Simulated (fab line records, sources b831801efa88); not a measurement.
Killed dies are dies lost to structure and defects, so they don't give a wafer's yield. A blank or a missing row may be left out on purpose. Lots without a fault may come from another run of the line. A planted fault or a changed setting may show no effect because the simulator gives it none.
fab line records | flow sky130
record lots=5 wafers=15 last_day=50
route steps=708 shown METAL5@670 PASSIVATION@681 PAD_OPEN@694
lots that met no fault: from a run of the same line without faults
start_h: hours from the record's first day to the start of the lot's first wafer shown | wait_h: hours since the lot's step before | " the same as in the row above | L1.1+2: a row that stands for several wafers | - no value, or no start given | * or withheld: withheld | < > ~ a bound
route shown NAME@n: a module of which the file shows steps, and the number in the route of the first | usual: mean/standard deviation of fault-free wafers | same: alike in all rows | chamber/n: place in a boat | sites: the reading at each site | _std_site: their standard deviation | _edge_site: outer sites' mean less inner sites' | radius_mm: how far each site lies from the wafer's centre | mask NAME#n: copy n | behind: the tool/chamber that last shaped the wafer | hold: why the lot was held/for how many hours/how that ended | device: the transistor (n, p or np) that didn't switch | end of line: the same wafers' tests at the end of the route | a step without rows: its recipe alone | killed: dies lost to structure and defects at the first sort, not the wafer's yield | map: a wafer's dies, x killed, . not, _ none there
set.NAME: the setting as run; set.NAME@STEP: as run at that earlier step | model.NAME: the simulator's own value behind a step, which no gauge read
lots at some steps of the route; a table a step, a row a wafer
services: from which hour (start_h, from the record's first day; less than 0 if before it) a tool's chamber was out of use, for how many hours, and why
## steps
# step SKY_METAL5_COAT_09
# recipe resist=NOVOLAK spin_rpm=3000 resist_thk_nm=1800
# columns lot.wafer tool chamber start_h wait_h
L075.1+3+6 litho_track-02 0 1027.42 0.1
L084.2+4+6 litho_track-04 0 1088.10 0.1
L086.2+4+6 litho_track-04 0 1102.05 0.1
L090.3+4+6 litho_track-02 0 1118.77 0.1
L096.3+5+6 litho_track-04 0 1145.38 0.1
# step SKY_METAL5_SOFTBAKE_10
# recipe temp_c=90 time_s=60 resist=NOVOLAK
# columns lot.wafer tool chamber start_h wait_h
L075.1+3+6 litho_track-02 0 1027.57 0.1
L084.2+4+6 litho_track-04 0 1088.25 0.1
L086.2+4+6 litho_track-04 0 1102.20 0.1
L090.3+4+6 litho_track-02 0 1118.92 0.1
L096.3+5+6 litho_track-04 0 1145.53 0.1
# step SKY_METAL5_EXPOSE_11
# recipe mask_id=MM5 na=0.6 source_shape=conventional sigma_outer=0.6 polarization=unpolarized target_cd_nm=1600 dose_mj=190
# columns lot.wafer tool chamber start_h wait_h mask
L075.1+3+6 iline_stepper-02 0 - - MM5#0
L084.2+4+6 iline_stepper-02 0 - - MM5#0
L086.2+4+6 iline_stepper-01 0 - - MM5#0
L090.3+4+6 iline_stepper-02 0 - - MM5#0
L096.3+5+6 iline_stepper-01 0 - - MM5#0
# step SKY_METAL5_PEB_12
# recipe temp_c=withheld time_s=* resist=NOVOLAK
# columns lot.wafer tool chamber start_h wait_h
L075.1+3+6 litho_track-03 0 - -
L084.2+4+6 litho_track-03 0 - -
L086.2+4+6 litho_track-02 0 - -
L090.3+4+6 litho_track-04 0 - -
L096.3+5+6 litho_track-04 0 - -
# step SKY_METAL5_DEVELOP_13
# recipe resist=NOVOLAK developer=TMAH develop_time_s=60 dev_temp_c=23
# same develop_time_s=60
# columns lot.wafer tool chamber start_h wait_h
L075.1+3+6 litho_track-03 0 1038.14 0.1
L084.2+4+6 litho_track-03 0 1098.17 0.1
L086.2+4+6 litho_track-02 0 1112.04 0.1
L090.3+4+6 litho_track-04 0 1128.18 0.1
L096.3+5+6 litho_track-04 0 1154.63 0.1
# step SKY_METAL5_DESCUM_14
# recipe chemistry=O2 source_power_w=150 bias_power_w=0 pressure_mtorr=10 temp_c=40 time_s=11
# usual drypump_motor_current_A=5.7/0.61 oes_product_au=1.002/0.0079 temp_c=40.01/0.11
# columns lot.wafer tool chamber start_h wait_h drypump_motor_current_A oes_product_au rf_hours_counter_h temp_c
L075.1 rie_metal-02 0 1038.29 0.1 6.0 0.997 5 39.99
L075.3 " 0 " " 6.0 1.011 - 39.94
L075.6 " 1 " " 6.4 1.015 - 40.12
L084.2 rie_metal-02 1 1098.29 0.1 6.4 0.998 12 40.01
L084.4 " 0 " " 6.0 1.000 - 40.17
L084.6 " 1 " " 6.4 1.003 - 40.01
L086.2 rie_metal-01 0 1112.17 0.1 4.9 0.998 24 39.92
L086.4 " 0 " " 4.9 1.007 - 39.95
L086.6 " 0 " " 4.9 1.014 - 39.91
L090.3 rie_metal-01 0 1128.29 0.1 4.9 1.013 - 39.91
L090.4 " 1 " " 5.8 1.010 - 40.08
L090.6 " 0 " " 4.8 1.014 - 40.00
L096.3 rie_metal-04 0 1154.74 0.1 6.1 0.993 - 39.99
L096.5 " 1 " " 6.7 1.004 - 40.10
L096.6 " 0 " " 6.1 1.000 - 40.02
# step SKY_METAL5_METAL_ETCH_15
# recipe target_depth_a=12600 stop_on=SiO2 over_etch_frac=0.2 time_s=252 chemistry=Cl2/BCl3 resist_sidewall_deg=86 pressure_mtorr=10 icp_w=900 bias_w=48.5 Cl2_flow_sccm=60 bcl3_flow_sccm=30
# usual drypump_motor_current_A=5.7/0.61 mfc_cl2_sccm=60.00/0.19 oes_product_au=0.894/0.0054 throttle_valve_pct=22.265/0.0099
# same over_etch_frac=0.2
# columns lot.wafer tool chamber start_h wait_h drypump_motor_current_A mfc_cl2_sccm oes_product_au rf_hours_counter_h throttle_valve_pct
L075.1 rie_metal-02 0 1038.33 0.0 6.0 60.22 0.894 5 22.253
L075.3 " 0 " " 6.0 59.99 0.890 - 22.254
L075.6 " 1 " " 6.4 59.97 0.901 - 22.247
L084.2 rie_metal-02 1 1098.33 0.0 6.3 60.19 0.894 12 22.266
L084.4 " 0 " " 6.0 60.18 0.897 - 22.277
L084.6 " 1 " " 6.4 60.39 0.890 - 22.257
L086.2 rie_metal-01 0 1112.20 0.0 4.8 60.07 0.892 24 22.269
L086.4 " 0 " " 4.9 60.13 0.895 - 22.261
L086.6 " 0 " " 4.9 60.15 0.893 - 22.258
L090.3 rie_metal-01 0 1128.39 0.1 4.9 59.53 0.888 - 22.260
L090.4 " 1 " " 5.7 60.29 0.894 - 22.248
L090.6 " 0 " " 4.9 59.86 0.888 - 22.257
L096.3 rie_metal-04 0 1154.84 0.1 6.1 60.08 0.893 - 22.265
L096.5 " 1 " " 6.8 60.02 0.888 - 22.272
L096.6 " 0 " " 6.1 60.04 0.904 - 22.257
# step SKY_METAL5_STRIP_16
# recipe chemistry=O2/N2 power_w=1400 pressure_mtorr=1500 platen_temp_c=withheld o2_flow_sccm=3000 n2_flow_sccm=300 overash_fraction=0.5
# usual drypump_motor_current_A=5.66/0.27 o2_flow_sccm=3000/9.6 oes_product_au=0.710/0.0046 strip_time_to_endpoint_s=13.02/0.14
# columns lot.wafer tool chamber start_h wait_h drypump_motor_current_A o2_flow_sccm oes_product_au rf_hours_counter_h strip_time_to_endpoint_s
L075.1 plasma_asher-01 1 1038.56 0.2 5.83 3009 0.708 59 13.02
L075.3 " 0 " " 5.32 2989 0.713 - 12.95
L075.6 " 1 " " 5.83 2999 0.721 - 12.87
L084.2 plasma_asher-02 0 1098.56 0.2 6.02 3005 0.710 36 13.09
L084.4 " 1 " " 5.35 3011 0.710 - 13.06
L084.6 " 1 " " 5.35 2992 0.710 - 13.13
L086.2 plasma_asher-04 1 1112.44 0.2 5.85 3024 0.707 100 12.91
L086.4 " 0 " " 5.68 3012 0.708 - 12.95
L086.6 " 1 " " 5.87 3014 0.705 - 12.86
L090.3 plasma_asher-01 1 1128.58 0.1 5.83 2985 0.709 - 12.85
L090.4 " 0 " " 5.33 2999 0.708 - 13.10
L090.6 " 1 " " 5.84 2981 0.708 - 12.90
L096.3 plasma_asher-02 0 1155.03 0.1 6.04 3012 0.718 - 13.12
L096.5 " 0 " " 6.10 3025 0.711 - 13.13
L096.6 " 1 " " 5.35 2988 0.718 - 13.15
# step SKY_METAL5_STRIP_17
# recipe chemistry=post_etch_residue_remover time_s=1200 temp_c=72.5
# usual bath_guard_temp_C=72.5/0.6 temp_c=72.48/0.12
# columns lot.wafer tool chamber start_h wait_h bath_guard_temp_C temp_c
L075.1 wet_bench-04 0 1038.66 0.1 72.6 72.40
L075.3 " 0 " " 72.3 72.54
L075.6 " 0 " " 72.1 72.47
L084.2 wet_bench-04 3 1098.66 0.1 73.4 72.35
L084.4 " 3 " " 73.5 72.42
L084.6 " 3 " " 73.4 72.32
L086.2 wet_bench-04 1 1112.57 0.1 71.8 72.67
L086.4 " 1 " " 72.1 72.63
L086.6 " 1 " " 72.1 72.45
L090.3 wet_bench-01 0 1128.65 0.0 72.6 72.47
L090.4 " 0 " " 73.0 72.31
L090.6 " 0 " " 72.7 72.45
L096.3 wet_bench-02 0 1155.10 0.0 73.6 72.49
L096.5 " 0 " " 73.9 72.45
L096.6 " 0 " " 74.0 72.63
# step SKY_METAL5_CLEAN_18
# recipe chemistry=IPA time_s=180 temp_c=25
# usual temp_c=24.97/0.12
# columns lot.wafer tool chamber start_h wait_h temp_c
L075.1 wet_bench-01 3 1039.00 0.0 24.90
L075.3 " 3 " " 25.10
L075.6 " 3 " " 25.20
L084.2 wet_bench-02 1 1099.00 0.0 25.26
L084.4 " 1 " " 24.84
L084.6 " 1 " " 25.11
L086.2 wet_bench-01 2 1112.91 0.0 24.91
L086.4 " 2 " " 24.88
L086.6 " 2 " " 24.94
L090.3 wet_bench-04 3 1129.02 0.0 25.07
L090.4 " 3 " " 24.97
L090.6 " 3 " " 25.12
L096.3 wet_bench-04 2 1155.44 0.0 24.91
L096.5 " 2 " " 24.96
L096.6 " 2 " " 24.86
# step SKY_METAL5_CLEAN_19
# recipe chemistry=O3/DIW dry=n2_spin
# columns lot.wafer tool chamber start_h wait_h
L075.1+3+6 wet_bench-02 3 1039.06 0.0
L084.2+4+6 wet_bench-01 0 1099.07 0.0
L086.2+4+6 wet_bench-02 3 1112.97 0.0
L090.3+4+6 wet_bench-04 1 1129.08 0.0
L096.3+5+6 wet_bench-01 2 1155.50 0.0
# step SKY_PASSIVATION_CVD_00
# recipe material=SiO2 target_thk_nm=90 temp_c=400 time_s=withheld rf_w=600
# usual heater_power_w=642/100
# columns lot.wafer tool chamber start_h wait_h heater_power_w
L075.1 pecvd-03 1 1039.15 0.0 737
L075.3 " 2 " " 734
L075.6 " 0 " " 603
L084.2 pecvd-04 0 1099.17 0.0 589
L084.4 " 2 " " 554
L084.6 " 1 " " 571
L086.2 pecvd-04 2 1113.06 0.0 573
L086.4 " 2 " " 586
L086.6 " 0 " " 539
L090.3 pecvd-03 2 1129.17 0.0 772
L090.4 " 2 " " 771
L090.6 " 1 " " 762
L096.3 pecvd-01 0 1155.59 0.0 720
L096.5 " 2 " " 904
L096.6 " 1 " " 755
# step SKY_PASSIVATION_THK_MEAS_01
# recipe reads=SiO2_of_PASSIVATION_CVD_00
# usual PASSIVATION_CVD_00_THK=90.2/1.3
# columns lot.wafer tool chamber start_h wait_h PASSIVATION_CVD_00_THK[nm]
L075.1 film_metro-02 - 1039.17 - 91.8
L075.3 " - " " 89.1
L075.6 " - " " 90.9
L084.2 film_metro-03 - 1099.20 - 90.6
L084.4 " - " " 90.7
L084.6 " - " " 90.9
L086.2 film_metro-04 - 1113.09 - 89.6
L086.4 " - " " 91.0
L086.6 " - " " 92.5
L090.3 film_metro-03 - 1129.21 - 90.7
L090.4 " - " " 91.8
L090.6 " - " " 91.7
L096.3 film_metro-04 - 1155.63 - 90.6
L096.5 " - " " 91.7
L096.6 " - " " 90.5
# step SKY_PASSIVATION_CVD_02
# recipe material=Si3N4 target_thk_nm=540 temp_c=400 time_s=withheld rf_w=450
# usual heater_power_w=714/110
# columns lot.wafer tool chamber start_h wait_h heater_power_w
L075.1 pecvd-01 1 1039.23 0.1 839
L075.3 " 0 " " 754
L075.6 " 0 " " 761
L084.2 pecvd-03 2 1099.25 0.0 736
L084.4 " 1 " " 829
L084.6 " 0 " " 657
L086.2 pecvd-03 0 1113.14 0.0 644
L086.4 " 0 " " 639
L086.6 " 2 " " 839
L090.3 pecvd-04 0 1129.25 0.0 693
L090.4 " 2 " " 519
L090.6 " 0 " " 722
L096.3 pecvd-03 2 1155.78 0.1 802
L096.5 " 2 " " 815
L096.6 " 0 " " 566
# step SKY_PASSIVATION_THK_MEAS_03
# recipe reads=Si3N4_of_PASSIVATION_CVD_02
# usual PASSIVATION_CVD_02_THK=534/6.8
# columns lot.wafer tool chamber start_h wait_h PASSIVATION_CVD_02_THK[nm]
L075.1 film_metro-03 - 1039.46 - 531
L075.3 " - " " 519
L075.6 " - " " 541
L084.2 film_metro-04 - 1099.48 - 532
L084.4 " - " " 534
L084.6 " - " " 544
L086.2 film_metro-02 - 1113.43 - 527
L086.4 " - " " 542
L086.6 " - " " 534
L090.3 film_metro-02 - 1129.50 - 529
L090.4 " - " " 541
L090.6 " - " " 541
L096.3 film_metro-02 - 1156.03 - 535
L096.5 " - " " 528
L096.6 " - " " 535
# step SKY_PASSIVATION_DEHYDRATE_04
# recipe temp_c=200 time_s=60
# columns lot.wafer tool chamber start_h wait_h
L075.1+3+6 litho_track-04 0 1049.88 10.4
L084.2+4+6 litho_track-04 0 1109.20 9.7
L086.2+4+6 litho_track-01 0 1122.28 8.8
L090.3+4+6 litho_track-02 0 1138.37 8.9
L096.3+5+6 litho_track-01 0 1164.06 8.0
# step SKY_PASSIVATION_HMDS_05
# recipe prime_time_s=60 prime_temp_c=120
# columns lot.wafer tool chamber start_h wait_h
L075.1+3+6 litho_track-04 0 1050.03 0.1
L084.2+4+6 litho_track-04 0 1109.35 0.1
L086.2+4+6 litho_track-01 0 1122.43 0.1
L090.3+4+6 litho_track-02 0 1138.52 0.1
L096.3+5+6 litho_track-01 0 1164.21 0.1
# step SKY_PASSIVATION_COAT_06
# recipe spin_rpm=2000 resist_thk_nm=3000
# columns lot.wafer tool chamber start_h wait_h
L075.1+3+6 litho_track-04 0 1050.18 0.1
L084.2+4+6 litho_track-04 0 1109.50 0.1
L086.2+4+6 litho_track-01 0 1122.58 0.1
L090.3+4+6 litho_track-02 0 1138.67 0.1
L096.3+5+6 litho_track-01 0 1164.36 0.1
# step SKY_PASSIVATION_SOFTBAKE_07
# recipe temp_c=110 time_s=withheld
# columns lot.wafer tool chamber start_h wait_h
L075.1+3+6 litho_track-04 0 1050.33 0.1
L084.2+4+6 litho_track-04 0 1109.66 0.1
L086.2+4+6 litho_track-01 0 1122.74 0.1
L090.3+4+6 litho_track-02 0 1138.83 0.1
L096.3+5+6 litho_track-01 0 1164.52 0.1
# step SKY_PASSIVATION_EXPOSE_08
# recipe mask_id=NSM target_cd_nm=3000 na=0.57 dose_mj=260
# columns lot.wafer tool chamber start_h wait_h mask
L075.1+3+6 iline_stepper-01 0 - - NSM#0
L084.2+4+6 iline_stepper-02 0 - - NSM#0
L086.2+4+6 iline_stepper-02 0 - - NSM#0
L090.3+4+6 iline_stepper-02 0 - - NSM#0
L096.3+5+6 iline_stepper-01 0 - - NSM#0
# step SKY_PASSIVATION_PEB_09
# recipe temp_c=115 time_s=withheld
# columns lot.wafer tool chamber start_h wait_h
L075.1+3+6 litho_track-02 0 - -
L084.2+4+6 litho_track-02 0 - -
L086.2+4+6 litho_track-01 0 - -
L090.3+4+6 litho_track-04 0 - -
L096.3+5+6 litho_track-01 0 - -
# step SKY_PASSIVATION_DEVELOP_10
# recipe develop_time_s=60 dev_temp_c=23
# same develop_time_s=60
# columns lot.wafer tool chamber start_h wait_h
L075.1+3+6 litho_track-02 0 - -
L084.2+4+6 litho_track-02 0 - -
L086.2+4+6 litho_track-01 0 - -
L090.3+4+6 litho_track-04 0 - -
L096.3+5+6 litho_track-01 0 - -
# step SKY_PASSIVATION_ETCH_11
# recipe chemistry=CF4/O2 target_depth_nm=725 stop_on=AlCu source_w=800 bias_w=150 pressure_mtorr=150 cf4_flow_sccm=80 O2_flow_sccm=10 time_s=161.1
# usual cf4_flow_sccm=80.02/0.22 drypump_motor_current_A=5.8/0.33 oes_product_au=0.972/0.0073 throttle_valve_pct=5.962/0.0092
# columns lot.wafer tool chamber start_h wait_h cf4_flow_sccm drypump_motor_current_A oes_product_au rf_hours_counter_h throttle_valve_pct
L075.1 rie_diel-02 0 1061.12 - 79.83 5.5 0.970 11 5.975
L075.3 " 1 " " 80.34 5.7 0.962 4 5.965
L075.6 " 2 " " 79.91 5.7 0.978 - 5.964
L084.2 rie_diel-04 2 1119.67 - 79.90 5.4 0.972 29 5.956
L084.4 " 0 " " 80.01 5.5 0.968 25 5.959
L084.6 " 3 " " 80.20 6.3 0.990 - 5.972
L086.2 rie_diel-04 1 1132.86 - 80.13 6.1 0.968 11 5.970
L086.4 " 3 " " 79.87 6.3 0.970 22 5.941
L086.6 " 0 " " 80.45 5.6 0.963 - 5.950
L090.3 rie_diel-04 0 1147.53 - 79.96 5.6 0.963 27 5.970
L090.4 " 3 " " 80.22 6.3 0.971 23 5.961
L090.6 " 3 " " 80.59 6.3 0.968 - 5.959
L096.3 rie_diel-02 0 1173.21 - 80.42 5.5 0.971 14 5.961
L096.5 " 2 " " 80.08 5.7 0.964 - 5.960
L096.6 " 3 " " 79.89 5.9 0.978 - 5.966
# step SKY_PASSIVATION_STRIP_12
# recipe chemistry=O2/N2 power_w=1400 pressure_mtorr=1500 platen_temp_c=withheld overash_fraction=0.7 o2_flow_sccm=3000 n2_flow_sccm=300
# usual drypump_motor_current_A=5.56/0.25 o2_flow_sccm=3000/8.8 oes_product_au=0.661/0.0048 strip_time_to_endpoint_s=31.62/0.16
# columns lot.wafer tool chamber start_h wait_h drypump_motor_current_A o2_flow_sccm oes_product_au rf_hours_counter_h strip_time_to_endpoint_s
L075.1 plasma_asher-04 1 1061.22 0.1 5.87 3001 0.661 95 31.57
L075.3 " 0 " " 5.71 2993 0.655 - 31.53
L075.6 " 1 " " 5.86 2994 0.666 - 31.56
L084.2 plasma_asher-04 1 1119.77 0.1 5.87 2986 0.663 101 31.83
L084.4 " 1 " " 5.88 2989 0.672 - 31.76
L084.6 " 1 " " 5.88 3002 0.666 - 31.80
L086.2 plasma_asher-01 1 1132.96 0.1 5.82 2999 0.657 69 31.61
L086.4 " 0 " " 5.34 2992 0.654 - 31.75
L086.6 " 0 " " 5.35 3001 0.669 - 31.87
L090.3 plasma_asher-03 0 1147.67 0.1 5.41 3001 0.656 - 31.58
L090.4 " 1 " " 5.23 2994 0.668 - 31.67
L090.6 " 0 " " 5.39 2995 0.665 - 31.67
L096.3 plasma_asher-03 0 1173.35 0.1 5.39 3012 0.656 - 31.66
L096.5 " 0 " " 5.40 2993 0.661 - 31.64
L096.6 " 1 " " 5.22 2989 0.658 - 31.65
# step SKY_PAD_OPEN_DEHYDRATE_00
# recipe temp_c=200 time_s=60
# columns lot.wafer tool chamber start_h wait_h
L075.1+3+6 litho_track-03 0 1071.59 10.3
L084.2+4+6 litho_track-01 0 1128.23 8.4
L086.2+4+6 litho_track-03 0 1141.97 9.0
L090.3+4+6 litho_track-01 0 1156.56 8.9
L096.3+5+6 litho_track-03 0 1180.89 7.5
# step SKY_PAD_OPEN_HMDS_01
# recipe prime_time_s=60 prime_temp_c=120
# columns lot.wafer tool chamber start_h wait_h
L075.1+3+6 litho_track-03 0 1071.74 0.1
L084.2+4+6 litho_track-01 0 1128.38 0.1
L086.2+4+6 litho_track-03 0 1142.12 0.1
L090.3+4+6 litho_track-01 0 1156.71 0.1
L096.3+5+6 litho_track-03 0 1181.04 0.1
# step SKY_PAD_OPEN_COAT_02
# recipe spin_rpm=2000 resist_thk_nm=3000
# columns lot.wafer tool chamber start_h wait_h
L075.1+3+6 litho_track-03 0 1071.89 0.1
L084.2+4+6 litho_track-01 0 1128.53 0.1
L086.2+4+6 litho_track-03 0 1142.27 0.1
L090.3+4+6 litho_track-01 0 1156.86 0.1
L096.3+5+6 litho_track-03 0 1181.19 0.1
# step SKY_PAD_OPEN_SOFTBAKE_03
# recipe temp_c=110 time_s=withheld
# columns lot.wafer tool chamber start_h wait_h
L075.1+3+6 litho_track-03 0 1072.04 0.1
L084.2+4+6 litho_track-01 0 1128.69 0.1
L086.2+4+6 litho_track-03 0 1142.43 0.1
L090.3+4+6 litho_track-01 0 1157.02 0.1
L096.3+5+6 litho_track-03 0 1181.36 0.1
# step SKY_PAD_OPEN_EXPOSE_04
# recipe mask_id=PDM target_cd_nm=60000 na=0.57 dose_mj=260
# columns lot.wafer tool chamber start_h wait_h mask
L075.1+3+6 iline_stepper-01 0 - - PDM#0
L084.2+4+6 iline_stepper-02 0 - - PDM#0
L086.2+4+6 iline_stepper-02 0 - - PDM#0
L090.3+4+6 iline_stepper-02 0 - - PDM#0
L096.3+5+6 iline_stepper-01 0 - - PDM#0
# step SKY_PAD_OPEN_PEB_05
# recipe temp_c=115 time_s=withheld
# columns lot.wafer tool chamber start_h wait_h
L075.1+3+6 litho_track-04 0 - -
L084.2+4+6 litho_track-01 0 - -
L086.2+4+6 litho_track-04 0 - -
L090.3+4+6 litho_track-01 0 - -
L096.3+5+6 litho_track-04 0 - -
# step SKY_PAD_OPEN_DEVELOP_06
# recipe develop_time_s=60 dev_temp_c=23
# same develop_time_s=60
# columns lot.wafer tool chamber start_h wait_h
L075.1+3+6 litho_track-04 0 - -
L084.2+4+6 litho_track-01 0 - -
L086.2+4+6 litho_track-04 0 - -
L090.3+4+6 litho_track-01 0 - -
L096.3+5+6 litho_track-04 0 - -
# step SKY_PAD_OPEN_ETCH_07
# recipe chemistry=CF4/O2 target_depth_nm=725 stop_on=AlCu source_w=800 bias_w=150 pressure_mtorr=150 cf4_flow_sccm=80 O2_flow_sccm=10 time_s=161.1
# usual cf4_flow_sccm=79.99/0.22 drypump_motor_current_A=5.8/0.35 oes_product_au=0.972/0.0076 throttle_valve_pct=5.962/0.0096
# columns lot.wafer tool chamber start_h wait_h cf4_flow_sccm drypump_motor_current_A oes_product_au rf_hours_counter_h throttle_valve_pct
L075.1 rie_diel-03 1 1082.88 - 80.20 5.8 0.976 11 5.966
L075.3 " 0 " " 79.99 5.2 0.959 17 5.952
L075.6 " 3 " " 80.08 6.2 0.983 - 5.967
L084.2 rie_diel-01 3 1138.71 - 79.98 5.8 0.971 23 5.966
L084.4 " 1 " " 79.81 5.4 0.979 28 5.948
L084.6 " 2 " " 79.58 5.9 0.991 - 5.972
L086.2 rie_diel-04 0 1151.18 - 80.40 5.6 0.970 27 5.962
L086.4 " 2 " " 79.99 5.4 0.983 30 5.952
L086.6 " 1 " " 80.01 6.1 0.979 - 5.963
L090.3 rie_diel-03 0 1165.71 - 79.77 5.2 0.962 20 5.960
L090.4 " 3 " " 79.83 6.2 0.984 6 5.960
L090.6 " 0 " " 79.63 5.2 0.968 - 5.962
L096.3 rie_diel-04 1 1188.93 - 79.86 6.1 0.971 14 5.953
L096.5 " 3 " " 80.25 6.3 0.974 - 5.962
L096.6 " 0 " " 80.32 5.5 0.967 - 5.953
# step SKY_PAD_OPEN_STRIP_08
# recipe chemistry=O2/N2 power_w=1400 pressure_mtorr=1500 platen_temp_c=withheld overash_fraction=0.7 o2_flow_sccm=3000 n2_flow_sccm=300
# usual drypump_motor_current_A=5.6/0.3 o2_flow_sccm=3002/9.7 oes_product_au=0.663/0.0044
# columns lot.wafer tool chamber start_h wait_h drypump_motor_current_A o2_flow_sccm oes_product_au rf_hours_counter_h
L075.1 plasma_asher-03 0 1082.98 0.1 5.4 2995 0.663 2
L075.3 " 0 " " 5.4 2999 0.659 -
L075.6 " 1 " " 5.2 2998 0.664 -
L084.2 plasma_asher-04 1 1138.81 0.1 5.9 3002 0.665 102
L084.4 " 1 " " 5.9 3001 0.670 -
L084.6 " 0 " " 5.7 3015 0.662 -
L086.2 plasma_asher-02 0 1151.28 0.1 6.1 2995 0.667 39
L086.4 " 0 " " 6.1 3004 0.669 -
L086.6 " 0 " " 6.0 2990 0.660 -
L090.3 plasma_asher-02 0 1165.85 0.1 6.1 2999 0.657 -
L090.4 " 1 " " 5.4 2993 0.654 -
L090.6 " 0 " " 6.0 3012 0.658 -
L096.3 plasma_asher-02 1 1189.07 0.1 5.3 3012 0.669 -
L096.5 " 1 " " 5.3 3001 0.662 -
L096.6 " 0 " " 6.1 3014 0.662 -
# step SKY_PAD_OPEN_STRIP_09
# recipe chemistry=post_etch_residue_remover time_s=1200 temp_c=72.5
# usual bath_guard_temp_C=72.5/0.58 temp_c=72.54/0.12
# columns lot.wafer tool chamber start_h wait_h bath_guard_temp_C temp_c
L075.1 wet_bench-02 0 1083.08 0.1 73.5 72.63
L075.3 " 0 " " 73.7 72.77
L075.6 " 0 " " 73.8 72.82
L084.2 wet_bench-04 3 1138.91 0.1 73.5 72.48
L084.4 " 3 " " 73.2 72.46
L084.6 " 3 " " 73.2 72.37
L086.2 wet_bench-04 0 1151.38 0.1 72.4 72.36
L086.4 " 0 " " 72.6 72.48
L086.6 " 0 " " 72.4 72.37
L090.3 wet_bench-03 3 1165.96 0.1 72.8 72.37
L090.4 " 3 " " 72.6 72.50
L090.6 " 3 " " 72.6 72.47
L096.3 wet_bench-02 2 1189.13 0.0 72.5 72.73
L096.5 " 2 " " 72.4 72.53
L096.6 " 2 " " 72.4 72.54
# step SKY_PAD_OPEN_CLEAN_10
# recipe chemistry=IPA time_s=180 temp_c=25
# usual temp_c=24.98/0.11
# columns lot.wafer tool chamber start_h wait_h temp_c
L075.1 wet_bench-02 2 1083.43 0.0 25.07
L075.3 " 2 " " 25.11
L075.6 " 2 " " 25.14
L084.2 wet_bench-02 0 1139.25 0.0 25.03
L084.4 " 0 " " 24.89
L084.6 " 0 " " 24.99
L086.2 wet_bench-02 2 1151.73 0.0 24.61
L086.4 " 2 " " 24.78
L086.6 " 2 " " 24.85
L090.3 wet_bench-03 2 1166.33 0.0 25.08
L090.4 " 2 " " 25.06
L090.6 " 2 " " 25.13
L096.3 wet_bench-02 2 1189.48 0.0 24.93
L096.5 " 2 " " 25.09
L096.6 " 2 " " 24.97
# step SKY_PAD_OPEN_CLEAN_11
# recipe chemistry=O3/DIW dry=n2_spin
# columns lot.wafer tool chamber start_h wait_h
L075.1+3+6 wet_bench-02 1 1083.48 0.0
L084.2+4+6 wet_bench-02 3 1139.32 0.0
L086.2+4+6 wet_bench-03 2 1151.78 0.0
L090.3+4+6 wet_bench-03 1 1166.40 0.0
L096.3+5+6 wet_bench-02 1 1189.53 0.0
# step SKY_PAD_OPEN_ANNEAL_12
# recipe temp_c=400 time_s=withheld ambient=N2/H2 idle_temp_c=300 ramp_up_c_per_min=8 ramp_down_c_per_min=4
# usual spike_tc_centre_C=399.8/0.98 spike_tc_top_C=426.2/1.7 zone_power_lower_pct=4.63/0.25
# columns lot.wafer tool chamber start_h wait_h spike_tc_centre_C spike_tc_top_C zone_power_lower_pct
L075.1 furnace-01 0 1084.41 0.8 400.0 427.5 4.87
L075.3 " 0 " " 401.1 428.4 4.90
L075.6 " 0 " " 400.5 427.4 4.85
L084.2 furnace-01 0 1139.42 0.0 398.9 428.0 4.84
L084.4 " 0 " " 398.8 427.0 4.90
L084.6 " 0 " " 400.5 428.0 4.87
L086.2 furnace-01 0 1151.88 0.0 400.3 426.6 4.80
L086.4 " 0 " " 401.2 426.1 4.84
L086.6 " 0 " " 400.0 426.1 4.88
L090.3 furnace-01 0 1166.50 0.0 400.7 427.0 4.80
L090.4 " 0 " " 400.6 427.3 4.85
L090.6 " 0 " " 399.9 426.5 4.93
L096.3 furnace-02 0 1189.63 0.0 402.6 423.6 4.24
L096.5 " 0 " " 400.7 425.0 4.31
L096.6 " 0 " " 398.9 425.1 4.28
# step SKY_PAD_OPEN_BOW_MEAS_13
# recipe mode=bow
# usual PAD_OPEN_BOW=47/9.6
# columns lot.wafer tool chamber start_h wait_h PAD_OPEN_BOW[um]
L075.1 film_metro-01 - 1085.91 - 38
L075.3 " - " " 52
L075.6 " - " " 45
L084.2 film_metro-04 - 1140.94 - 46
L084.4 " - " " 39
L084.6 " - " " 39
L086.2 film_metro-01 - 1153.40 - 40
L086.4 " - " " 26
L086.6 " - " " 39
L090.3 film_metro-01 - 1168.04 - 45
L090.4 " - " " 43
L090.6 " - " " 58
L096.3 film_metro-01 - 1191.17 - 50
L096.5 " - " " 66
L096.6 " - " " 61
## services
# columns tool chamber start_h hours kind
rie_diel-03 3 1022.17 11.0 repair
wet_bench-02 - 1039.87 2.8 repair
rie_metal-01 - 1045.68 0.2 repair
plasma_asher-03 - 1055.25 9.0 pm
rie_diel-04 0 1058.53 6.8 repair
furnace-01 - 1065.02 4.4 pm
rie_diel-02 0 1071.73 5.4 repair
pecvd-01 - 1078.07 2.1 repair
iline_stepper-02 - 1078.39 1.7 pm
pecvd-04 - 1083.54 6.0 pm
rie_metal-04 0 1089.92 3.0 repair
rie_diel-04 1 1097.60 3.7 repair
plasma_asher-02 - 1098.79 30.3 repair
furnace-01 - 1099.59 3.9 pm
plasma_asher-01 - 1108.41 0.9 repair
pecvd-01 - 1111.47 14.6 pm
wet_bench-03 - 1119.46 22.7 pm
plasma_asher-04 - 1120.74 14.6 pm
rie_diel-04 2 1137.15 2.6 repair
pecvd-03 1 1147.06 16.1 repair
pecvd-04 1 1152.56 9.1 repair
rie_diel-04 3 1154.25 6.1 repair
wet_bench-02 - 1166.12 1.8 repair
iline_stepper-01 - 1183.23 1.7 pm
## key
fault none
